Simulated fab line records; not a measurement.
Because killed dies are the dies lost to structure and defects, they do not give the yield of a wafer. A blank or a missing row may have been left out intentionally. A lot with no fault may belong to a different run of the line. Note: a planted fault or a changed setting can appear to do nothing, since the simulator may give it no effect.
Shared-tool check -- flow gf180mcu -- Sample size 13 lots and 39 wafers

## WHY THIS WAS OPENED
At GF_VT_IMPLANT_TW_MEAS_32 the reading VT_IMPLANT_3_TW is flagged on 2 of 13 lots. Wafers without a fault read 268.3, standard deviation 2.8.
Rule: a lot is flagged when every wafer of it that has a number lies more than 4 standard deviations from that mean, or none has a number. The rest of the lots are taken to be sound.

lot,measured,on,"VT_IMPLANT_3_TW, wafer by wafer",flag
L746,day 6 18:13,filmMetro-01,267.7 267.3 268.1,
L747,day 7 04:46,filmMetro-01,266.1 266.7 267.5,
L748,day 7 07:17,filmMetro-02,266.9 266.0 266.2,
L750,day 7 23:16,filmMetro-02,267.0 267.0 268.1,
L751,day 8 02:54,filmMetro-02,265.4 265.5 266.9,
L753,day 8 19:59,filmMetro-04,271.6 272.5 271.5,
L754,day 8 22:08,filmMetro-02,265.4 266.7 266.0,
L757,day 9 21:05,filmMetro-04,272.3 274.0 274.0,
L758,day 10 01:09,filmMetro-02,267.2 268.2 267.0,
L763,day 11 15:56,filmMetro-04,273.7 273.1 272.3,
L764,day 11 19:50,filmMetro-04,253.7 249.5 251.7,FLAGGED
L765,day 12 00:51,filmMetro-02,244.8 245.8 245.6,FLAGGED
L767,day 12 14:53,filmMetro-04,271.6 271.8 270.8,
On average the flagged lots' numbers are 248.5, which is -19.8 against the usual, or -7 standard deviations.

## TOOL THAT RAN EACH LOT
2 process steps preceding the reading are held in the record, out of 602 steps in the route. In each cell: the tool, then ch and the chambers that the sampled wafers went through, then the start.
lot,flag,GF_LVPWELL_STRIP_10,GF_VT_IMPLANT_IMPLANT_30
L746,,"plasmaAsher-03 ch 0,1, day 3 19:47","implanter-02 ch 0, day 6 17:59"
L747,,"plasmaAsher-04 ch 0,1, day 4 04:40","implanter-04 ch 0, day 7 04:32"
L748,,"plasmaAsher-01 ch 0,1, day 4 06:47","implanter-02 ch 0, day 7 07:02"
L750,,"plasmaAsher-04 ch 0,1, day 4 20:51","implanter-04 ch 0, day 7 23:02"
L751,,"plasmaAsher-01 ch 0,1, day 5 00:07","implanter-04 ch 0, day 8 02:41"
L753,,"plasmaAsher-01 ch 0,1, day 5 13:02","implanter-04 ch 0, day 8 19:46"
L754,,"plasmaAsher-01 ch 0,1, day 5 15:28","implanter-03 ch 0, day 8 21:53"
L757,,"plasmaAsher-04 ch 0,1, day 6 10:10","implanter-02 ch 0, day 9 20:50"
L758,,"plasmaAsher-04 ch 0,1, day 6 15:37","implanter-04 ch 0, day 10 00:56"
L763,,"plasmaAsher-04 ch 1, day 7 21:55","implanter-02 ch 0, day 11 15:43"
L764,FLAGGED,"plasmaAsher-03 ch 0,1, day 8 02:17","implanter-04 ch 0, day 11 19:37"
L765,FLAGGED,"plasmaAsher-01 ch 0,1, day 8 06:47","implanter-04 ch 0, day 12 00:38"
L767,,"plasmaAsher-03 ch 0,1, day 8 19:44","implanter-02 ch 0, day 12 14:38"
These steps, and what they do:
- GF_LVPWELL_STRIP_10: strips in O2/N2.
- GF_VT_IMPLANT_IMPLANT_30
- GF_VT_IMPLANT_TW_MEAS_32

## FLAGGED AGAINST TOTAL, ONE TOOL AT A TIME (gauges that did the reading follow at the end)
step,tool,lots run,flagged,share of the flagged lots,sound lots run after its first flagged lot
GF_LVPWELL_STRIP_10,plasmaAsher-01,5,1,some,0
GF_LVPWELL_STRIP_10,plasmaAsher-03,3,1,some,1 (L767)
GF_LVPWELL_STRIP_10,plasmaAsher-04,5,0,none,-
GF_VT_IMPLANT_IMPLANT_30,implanter-02,5,0,none,-
GF_VT_IMPLANT_IMPLANT_30,implanter-03,1,0,none,-
GF_VT_IMPLANT_IMPLANT_30,implanter-04,7,2,all,0
GF_VT_IMPLANT_TW_MEAS_32,filmMetro-01,2,0,none,-
GF_VT_IMPLANT_TW_MEAS_32,filmMetro-02,6,1,some,0
GF_VT_IMPLANT_TW_MEAS_32,filmMetro-04,5,1,some,1 (L767)

## WHAT IS ALLOWED BY THE TABLE
In the table, 1 row covers all flagged lots: implanter-04 at GF_VT_IMPLANT_IMPLANT_30.
- implanter-04 at GF_VT_IMPLANT_IMPLANT_30 ran 7 lots, 2 of them flagged. Its last sound lot is L758 (day 10 00:56), its first flagged lot L764 (day 11 19:37): a fault that began between those two fits. Its own readings lie more than 4 standard deviations out on every wafer of the flagged lots: doseIonsCm2, faradayCurrentUA.
One tool is left: implanter-04 at GF_VT_IMPLANT_IMPLANT_30.

## WHAT THE SIMULATOR HAD INSERTED
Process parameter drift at GF_VT_IMPLANT_IMPLANT_30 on implanter-04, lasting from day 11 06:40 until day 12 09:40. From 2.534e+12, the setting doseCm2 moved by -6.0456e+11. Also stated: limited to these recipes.
Shown lots that were struck: L764, L765. The same result came from the rule above.
